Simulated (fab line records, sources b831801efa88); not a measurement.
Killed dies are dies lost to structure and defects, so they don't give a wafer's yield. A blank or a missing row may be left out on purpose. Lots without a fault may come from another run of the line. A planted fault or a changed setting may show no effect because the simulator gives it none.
fab line records | flow sky130
record lots=7 wafers=18 last_day=50
route steps=708 shown POLY_CUT@310 SD_P@320 PAD_OPEN@708
lots that met no fault: from a run of the same line without faults
start_h: hours from the record's first day to the start of the lot's first wafer shown | wait_h: hours since the lot's step before | " the same as in the row above | L1.1+2: a row that stands for several wafers | - no value, or no start given | * or withheld: withheld | < > ~ a bound
route shown NAME@n: a module of which the file shows steps, and the number in the route of the first | usual: mean/standard deviation of fault-free wafers | same: alike in all rows | chamber/n: place in a boat | sites: the reading at each site | _std_site: their standard deviation | _edge_site: outer sites' mean less inner sites' | radius_mm: how far each site lies from the wafer's centre | mask NAME#n: copy n | behind: the tool/chamber that last shaped the wafer | hold: why the lot was held/for how many hours/how that ended | device: the transistor (n, p or np) that didn't switch | end of line: the same wafers' tests at the end of the route | a step without rows: its recipe alone | killed: dies lost to structure and defects at the first sort, not the wafer's yield | map: a wafer's dies, x killed, . not, _ none there
set.NAME: the setting as run; set.NAME@STEP: as run at that earlier step | model.NAME: the simulator's own value behind a step, which no gauge read
lots at some steps of the route; a table a step, a row a wafer
services: from which hour (start_h, from the record's first day; less than 0 if before it) a tool's chamber was out of use, for how many hours, and why
## steps
# step SKY_POLY_CUT_COAT_03
# recipe resist=KrF-thick spin_rpm=3000 resist_thk_nm=450
# step SKY_POLY_CUT_SOFTBAKE_04
# recipe temp_c=100 time_s=90 resist=KrF-thick
# step SKY_POLY_CUT_EXPOSE_05
# recipe mask_id=NPCM na=0.8 source_shape=annular sigma_inner=0.55 sigma_outer=0.85 target_cd_nm=270 dose_mj=32
# step SKY_POLY_CUT_PEB_06
# recipe peb_temp_c=withheld peb_time_s=withheld resist=KrF-thick
# step SKY_POLY_CUT_DEVELOP_07
# recipe develop_time_s=60 resist=KrF-thick dev_temp_c=21
# step SKY_POLY_CUT_CD_MEAS_08
# recipe target_cd_nm=270
# usual cd_nm=269.6/1.4
# columns lot.wafer tool chamber start_h wait_h cd_nm
L359.1 cd_sem-02 - 584.83 - 270.8
L359.2 " - " " 270.4
L359.4 " - " " 270.5
L365.5 cd_sem-01 - 630.06 - 270.1
L365.6 " - " " 269.8
L367.2 cd_sem-02 - 635.65 - 268.5
L367.4 " - " " 267.2
L368.4 cd_sem-02 - 668.09 - 270.0
L368.6 " - " " 270.4
L375.3 cd_sem-02 - 702.02 - 270.2
L375.5 " - " " 271.0
L375.6 " - " " 269.3
L376.1 cd_sem-01 - 705.15 - 266.6
L376.2 " - " " 266.7
L376.4 " - " " 267.4
L381.1 cd_sem-02 - 741.48 - 268.2
L381.5 " - " " 269.7
L381.6 " - " " 269.6
# step SKY_POLY_CUT_OVL_MEAS_09
# usual POLY_CUT_OVL=-1/5.1
# columns lot.wafer tool chamber start_h wait_h POLY_CUT_OVL[nm]
L359.1 overlay-02 - 584.95 0.1 6
L359.2 " - " " -3
L359.4 " - " " 1
L365.5 overlay-02 - 630.12 0.0 -10
L365.6 " - " " -4
L367.2 overlay-01 - 635.75 0.1 -11
L367.4 " - " " -9
L368.4 overlay-01 - 668.17 0.1 9
L368.6 " - " " 2
L375.3 overlay-01 - 702.11 0.1 6
L375.5 " - " " 3
L375.6 " - " " -4
L376.1 overlay-01 - 705.27 0.1 -9
L376.2 " - " " -4
L376.4 " - " " 2
L381.1 overlay-01 - 741.60 0.1 -10
L381.5 " - " " -5
L381.6 " - " " -3
# step SKY_POLY_CUT_ETCH_10
# recipe chemistry=N2/H2 target=BARC ion_energy_ev=200 source_w=500 bias_w=100 pressure_mtorr=30 n2_flow_sccm=100 h2_flow_sccm=200 stop_on=SiO2 time_s=45.9 target_depth_a=600
# usual drypump_motor_current_A=5.9/0.44 oes_product_au=0.855/0.0044 throttle_valve_pct=13.226/0.0092
# columns lot.wafer tool chamber start_h wait_h drypump_motor_current_A oes_product_au rf_hours_counter_h throttle_valve_pct
L359.1 rie_diel-04 0 584.98 0.0 6.6 0.855 11 13.230
L359.2 " 1 " " 6.0 0.860 12 13.233
L359.4 " 3 " " 5.9 0.847 - 13.227
L365.5 rie_diel-02 3 630.15 0.0 6.2 0.850 - 13.217
L365.6 " 0 " " 6.2 0.859 - 13.241
L367.2 rie_diel-04 2 635.78 0.0 5.6 0.857 8 13.225
L367.4 " 3 " " 5.9 0.861 11 13.228
L368.4 rie_diel-02 3 668.18 0.0 6.2 0.861 7 13.219
L368.6 " 3 " " 6.2 0.845 - 13.225
L375.3 rie_diel-03 1 702.13 0.0 6.0 0.846 9 13.234
L375.5 " 1 " " 6.0 0.857 - 13.227
L375.6 " 0 " " 5.5 0.856 - 13.227
L376.1 rie_diel-03 0 705.30 0.0 5.5 0.856 4 13.222
L376.2 " 3 " " 6.2 0.854 2 13.232
L376.4 " 1 " " 6.0 0.859 9 13.221
L381.1 rie_diel-04 1 741.63 0.0 6.0 0.848 16 13.237
L381.5 " 0 " " 6.6 0.855 - 13.237
L381.6 " 3 " " 5.9 0.859 - 13.205
# step SKY_POLY_CUT_ETCH_11
# recipe target=Si3N4 chemistry=CF4/CH2F2/Ar stop_on=poly-Si source_w=600 bias_w=150 pressure_mtorr=40 cf4_flow_sccm=40 ch2f2_flow_sccm=20 Ar_flow_sccm=150 time_s=42.5 target_depth_a=600
# usual drypump_motor_current_A=5.9/0.44 oes_product_au=0.829/0.0062 throttle_valve_pct=14.993/0.01
# columns lot.wafer tool chamber start_h wait_h drypump_motor_current_A oes_product_au rf_hours_counter_h throttle_valve_pct
L359.1 rie_diel-04 0 585.03 0.0 6.6 0.824 11 15.006
L359.2 " 1 " " 6.0 0.827 13 14.983
L359.4 " 3 " " 5.9 0.826 - 14.994
L365.5 rie_diel-02 3 630.20 0.0 6.2 0.828 - 15.009
L365.6 " 0 " " 6.3 0.825 - 15.003
L367.2 rie_diel-04 2 635.83 0.0 5.6 0.823 8 14.993
L367.4 " 3 " " 5.9 0.823 11 14.984
L368.4 rie_diel-02 3 668.23 0.0 6.2 0.823 7 14.977
L368.6 " 3 " " 6.2 0.822 - 14.991
L375.3 rie_diel-03 1 702.18 0.0 6.0 0.827 9 15.008
L375.5 " 1 " " 6.0 0.829 - 14.974
L375.6 " 0 " " 5.5 0.826 - 14.979
L376.1 rie_diel-03 0 705.35 0.0 5.5 0.830 4 14.999
L376.2 " 3 " " 6.2 0.828 2 14.988
L376.4 " 1 " " 6.0 0.829 9 14.986
L381.1 rie_diel-04 1 741.68 0.0 6.0 0.829 16 14.986
L381.5 " 0 " " 6.6 0.832 - 14.991
L381.6 " 3 " " 5.9 0.835 - 15.006
# step SKY_POLY_CUT_STRIP_12
# recipe chemistry=O2/N2 power_w=1400 pressure_mtorr=1500 platen_temp_c=withheld o2_flow_sccm=3000 n2_flow_sccm=300 overash_fraction=0.5
# usual drypump_motor_current_A=5.90/0.22 o2_flow_sccm=3000/8.8 oes_product_au=0.452/0.0043 strip_time_to_endpoint_s=5.358/0.016
# columns lot.wafer tool chamber start_h wait_h drypump_motor_current_A o2_flow_sccm oes_product_au rf_hours_counter_h strip_time_to_endpoint_s
L359.1 plasma_asher-02 1 585.07 0.0 5.86 2997 0.453 91 5.357
L359.2 " 0 " " 5.83 3007 0.459 91 5.347
L359.4 " 0 " " 5.83 3011 0.448 - 5.354
L365.5 plasma_asher-02 0 630.28 0.1 5.82 3014 0.452 - 5.363
L365.6 " 1 " " 5.87 3007 0.446 - 5.380
L367.2 plasma_asher-03 1 635.87 0.0 5.86 2990 0.451 45 5.363
L367.4 " 1 " " 5.86 2992 0.457 - 5.346
L368.4 plasma_asher-02 1 668.30 0.1 5.83 3012 0.458 - 5.381
L368.6 " 0 " " 5.82 3011 0.451 - 5.353
L375.3 plasma_asher-04 0 702.25 0.1 5.71 3004 0.452 - 5.354
L375.5 " 1 " " 6.32 3004 0.451 - 5.358
L375.6 " 0 " " 5.72 3001 0.451 - 5.366
L376.1 plasma_asher-04 0 705.39 0.0 5.77 3018 0.446 89 5.366
L376.2 " 1 " " 6.33 2996 0.444 89 5.377
L376.4 " 0 " " 5.77 2994 0.446 - 5.388
L381.1 plasma_asher-03 0 741.75 0.1 5.77 3008 0.452 55 5.330
L381.5 " 1 " " 5.85 2998 0.448 - 5.351
L381.6 " 0 " " 5.73 2996 0.458 - 5.361
# step SKY_SD_P_DEHYDRATE_00
# recipe temp_c=200 time_s=60
# step SKY_SD_P_HMDS_01
# recipe prime_time_s=60 prime_temp_c=120
# step SKY_SD_P_COAT_02
# recipe resist=NOVOLAK spin_rpm=3000 resist_thk_nm=1140
# columns lot.wafer tool chamber start_h wait_h model.NOVOLAK_of_SD_P_COAT_02.thk_nm
L359.1+2 litho_track-04 0 599.43 0.1 1140
L359.4 " 0 " " 1138
L365.5 litho_track-04 0 644.38 0.1 739.4
L365.6 " 0 " " 1137
L367.2 litho_track-04 0 650.15 0.1 1143
L367.4 " 0 " " 738.7
L368.4 litho_track-04 0 682.55 0.1 739.8
L368.6 " 0 " " 1141
L375.3 litho_track-01 0 715.86 0.1 1142
L375.5 " 0 " " 1140
L375.6 " 0 " " 1143
L376.1+2 litho_track-02 0 718.95 0.1 1139
L376.4 " 0 " " 1140
L381.1 litho_track-02 0 755.00 0.1 1140
L381.5 " 0 " " 1139
L381.6 " 0 " " 1141
# step SKY_SD_P_SOFTBAKE_03
# recipe temp_c=90 time_s=60 resist=NOVOLAK
# step SKY_SD_P_EXPOSE_04
# recipe mask_id=PSDM na=0.6 source_shape=conventional sigma_outer=0.6 polarization=unpolarized target_cd_nm=380 dose_mj=138
# step SKY_SD_P_PEB_05
# recipe temp_c=withheld time_s=* resist=NOVOLAK
# step SKY_SD_P_DEVELOP_06
# recipe resist=NOVOLAK developer=TMAH develop_time_s=60 dev_temp_c=23
# columns lot.wafer tool chamber start_h wait_h model.NOVOLAK_of_SD_P_COAT_02.thk_nm
L359.1 litho_track-02 0 614.45 0.1 1140
L359.2 " 0 " " 1139
L359.4 " 0 " " 1138
L365.5 litho_track-04 0 658.73 0.1 739
L365.6 " 0 " " 1136
L367.2 litho_track-02 0 664.22 0.1 1142
L367.4 " 0 " " 738.3
L368.4 litho_track-01 0 696.83 0.1 739.3
L368.6 " 0 " " 1141
L375.3 litho_track-01 0 729.86 0.1 1141
L375.5 " 0 " " 1140
L375.6 " 0 " " 1142
L376.1 litho_track-02 0 733.00 0.1 1138
L376.2 " 0 " " 1139
L376.4 " 0 " " 1140
L381.1 litho_track-04 0 768.48 0.1 1140
L381.5 " 0 " " 1139
L381.6 " 0 " " 1141
# step SKY_SD_P_CD_MEAS_07
# recipe target_cd_nm=380
# usual cd_nm=380.6/2.1
# columns lot.wafer tool chamber start_h wait_h cd_nm
L359.1 cd_sem-01 - 614.60 0.1 381.7
L359.2 " - " " 379.6
L359.4 " - " " 380.1
L365.5 cd_sem-01 - 658.86 0.1 428.5
L365.6 " - " " 383.2
L367.2 cd_sem-01 - 664.37 0.1 382.0
L367.4 " - " " 429.7
L368.4 cd_sem-02 - 696.97 0.1 429.7
L368.6 " - " " 383.0
L375.3 cd_sem-02 - 730.00 0.1 380.6
L375.5 " - " " 380.9
L375.6 " - " " 381.5
L376.1 cd_sem-02 - 733.15 0.1 381.0
L376.2 " - " " 380.2
L376.4 " - " " 382.3
L381.1 cd_sem-02 - 768.63 0.1 381.2
L381.5 " - " " 381.0
L381.6 " - " " 380.8
# step SKY_SD_P_OVL_MEAS_08
# usual SD_P_OVL=-0.5/1.4
# columns lot.wafer tool chamber start_h wait_h SD_P_OVL[nm]
L359.1 overlay-01 - 614.72 0.1 -1.7
L359.2 " - " " -2.7
L359.4 " - " " -1.4
L365.5 overlay-01 - 658.92 0.0 -0.4
L365.6 " - " " 0.8
L367.2 overlay-02 - 664.47 0.1 -1.5
L367.4 " - " " -0.3
L368.4 overlay-02 - 697.05 0.1 -2.0
L368.6 " - " " -1.2
L375.3 overlay-02 - 730.09 0.1 1.6
L375.5 " - " " -0.5
L375.6 " - " " 0.6
L376.1 overlay-02 - 733.27 0.1 -2.0
L376.2 " - " " -0.4
L376.4 " - " " -1.7
L381.1 overlay-02 - 768.75 0.1 -2.0
L381.5 " - " " 0.6
L381.6 " - " " -1.1
# step SKY_SD_P_IMPLANT_09
# recipe species=BF2 energy_kev=20 dose_cm2=3e+15 tilt_deg=0
# step SKY_SD_P_STRIP_10
# recipe chemistry=O2/N2 power_w=1400 pressure_mtorr=1500 platen_temp_c=withheld o2_flow_sccm=3000 n2_flow_sccm=300 overash_fraction=0.5
# usual drypump_motor_current_A=5.68/0.27 o2_flow_sccm=2998/8.1 oes_product_au=0.618/0.0047 strip_time_to_endpoint_s=17.50/0.041
# columns lot.wafer tool chamber start_h wait_h drypump_motor_current_A o2_flow_sccm oes_product_au rf_hours_counter_h strip_time_to_endpoint_s
L359.1 plasma_asher-01 1 614.90 0.1 5.41 3008 0.618 21 17.48
L359.2 " 0 " " 5.44 3000 0.618 21 17.48
L359.4 " 1 " " 5.43 2999 0.616 - 17.48
L365.5 plasma_asher-02 0 659.15 0.1 5.82 3008 0.576 - 12.95
L365.6 " 1 " " 5.83 3008 0.622 - 17.45
L367.2 plasma_asher-02 1 664.65 0.1 5.86 3001 0.618 99 17.51
L367.4 " 0 " " 5.80 2999 0.581 - 12.94
L368.4 plasma_asher-01 0 697.25 0.1 5.50 3002 0.577 - 12.94
L368.6 " 1 " " 5.42 2992 0.619 - 17.52
L375.3 plasma_asher-02 0 730.30 0.1 5.82 2994 0.611 - 17.52
L375.5 " 0 " " 5.84 2997 0.620 - 17.49
L375.6 " 1 " " 5.84 2994 0.616 - 17.53
L376.1 plasma_asher-01 0 733.51 0.1 5.48 2984 0.618 33 17.46
L376.2 " 1 " " 5.44 2999 0.615 33 17.48
L376.4 " 1 " " 5.42 3001 0.616 - 17.49
L381.1 plasma_asher-02 0 768.93 0.1 5.80 2980 0.621 2 17.49
L381.5 " 0 " " 5.81 2994 0.619 - 17.48
L381.6 " 1 " " 5.86 2997 0.619 - 17.49
# step SKY_SD_P_TW_MEAS_11
# usual SD_P_TW=2831/21
# columns lot.wafer tool chamber start_h wait_h SD_P_TW
L359.1 film_metro-01 - 615.00 0.1 2847
L359.2 " - " " 2845
L359.4 " - " " 2845
L365.5 film_metro-01 - 659.22 0.0 2882
L365.6 " - " " 2852
L367.2 film_metro-02 - 664.76 0.1 2821
L367.4 " - " " 2812
L368.4 film_metro-01 - 697.35 0.1 2869
L368.6 " - " " 2867
L375.3 film_metro-03 - 730.39 0.1 2813
L375.5 " - " " 2796
L375.6 " - " " 2819
L376.1 film_metro-03 - 733.61 0.1 2830
L376.2 " - " " 2816
L376.4 " - " " 2819
L381.1 film_metro-02 - 769.03 0.1 2839
L381.5 " - " " 2842
L381.6 " - " " 2841
# step SKY_PAD_OPEN_PROBE_99
# usual killed_at_M0_to_M3=43/6.8 killed_at_M4_up=3.0/1.6 killed_at_contacts=25/6 killed_at_front_end=15/4.4 killed_at_other=0.3/0.52 killed_dies=86/9.6 killed_open=47/6.7 killed_short=39/6.8
# same gross_dies=492 killed_at_back_side=0
# columns lot.wafer tool chamber start_h wait_h killed_at_M0_to_M3 killed_at_M4_up killed_at_contacts killed_at_front_end killed_at_other killed_dies killed_open killed_short
L367.2 prober-01 - 1130.04 0.1 38 2 26 16 2 84 39 45
L375.3 prober-01 - 1174.50 0.2 57 4 27 7 0 95 60 35
L375.5 prober-01 - 1174.60 0.2 40 4 27 19 0 90 44 46
L375.6 prober-01 - 1174.65 0.2 44 4 25 5 0 78 41 36
# killed by level:class
L367.2 LI_CONTACT:geometric_particle:open=8 VIA1:geometric_particle:open=7 CONTACT:geometric_particle:open=6 VIA1:geometric_particle:short=6 VIA3:geometric_particle:open=5 CONTACT:geometric_particle:short=5 METAL1:geometric_particle:short=5 METAL2:geometric_particle:short=4
L375.3 VIA3:geometric_particle:open=14 CONTACT:geometric_particle:open=13 VIA1:geometric_particle:open=9 LI_CONTACT:geometric_particle:open=8 METAL2:geometric_particle:short=8 VIA2:geometric_particle:open=6 VIA1:geometric_particle:short=5 VIA3:geometric_particle:short=5
L375.5 CONTACT:geometric_particle:open=11 LI_CONTACT:geometric_particle:open=8 VIA2:geometric_particle:open=6 FIELD_ISO:geometric_particle:open=5 POLY_GATE:geometric_particle:open=5 CONTACT:geometric_particle:short=5 METAL1:geometric_particle:short=5 VIA1:geometric_particle:short=5
L375.6 CONTACT:geometric_particle:open=10 VIA1:geometric_particle:open=9 VIA1:geometric_particle:short=7 VIA2:geometric_particle:open=5 CONTACT:geometric_particle:short=5 VIA3:geometric_particle:short=5 LI_CONTACT:geometric_particle:open=4 METAL1:geometric_particle:short=4
## services
# columns tool chamber start_h hours kind
rie_diel-02 2 566.14 1.9 repair
rie_diel-04 1 578.32 5.0 repair
rie_diel-04 2 583.72 14.6 repair
plasma_asher-01 - 583.80 0.4 repair
plasma_asher-01 - 584.96 0.8 repair
rie_diel-03 0 589.15 3.6 repair
rie_diel-04 0 592.23 4.2 repair
rie_diel-03 3 597.35 - clean
rie_diel-03 3 597.35 22.1 scheduled_down
rie_diel-03 3 597.35 22.1 vent_cycle
plasma_asher-04 - 612.49 0.4 repair
rie_diel-03 0 659.65 18.1 repair
plasma_asher-02 - 733.77 9.0 pm
plasma_asher-02 0 733.77 9.0 vent_cycle
plasma_asher-02 1 733.77 9.0 vent_cycle
plasma_asher-02 0 742.77 - clean
plasma_asher-02 1 742.77 - clean
rie_diel-04 3 747.32 3.8 repair
rie_diel-02 2 747.89 6.8 repair
rie_diel-03 - 768.23 0.1 repair
## key
first_sign step=SKY_SD_P_CD_MEAS_07 reading=cd_nm direction=up sigmas=23 usual=380.6 struck=429.3
effect step=SKY_SD_P_STRIP_10 reading=strip_time_to_endpoint_s direction=down sigmas=99+ usual=* struck=*
model_effect step=SKY_SD_P_COAT_02 value=NOVOLAK_of_SD_P_COAT_02.thk_nm without=1140 struck=739.3
model_effect step=SKY_SD_P_DEVELOP_06 value=NOVOLAK_of_SD_P_COAT_02.thk_nm without=1140 struck=738.9
met_at SKY_SD_P_COAT_02
struck_wafers L365.5,L367.4,L368.4
tester_left_out L365,L367,L368
onset_between 599.43 644.38
fault kind=process_parameter_drift tool=litho_track-04 chamber=- onset_h=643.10 steps=SKY_SD_P_COAT_02 channel=resist_thk_nm offset=-400.66 shape=step end_h=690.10 scope=struck_wafers_only acts_in=these_recipes_only stated=1140
# tester_left_out: of these lots the tester's yield and bins aren't shown, on N5 and GAA mostly nor the transistor test; their killed dies are dies lost to structure and defects alone, not to doping, threshold or leakage, so they don't give the yield
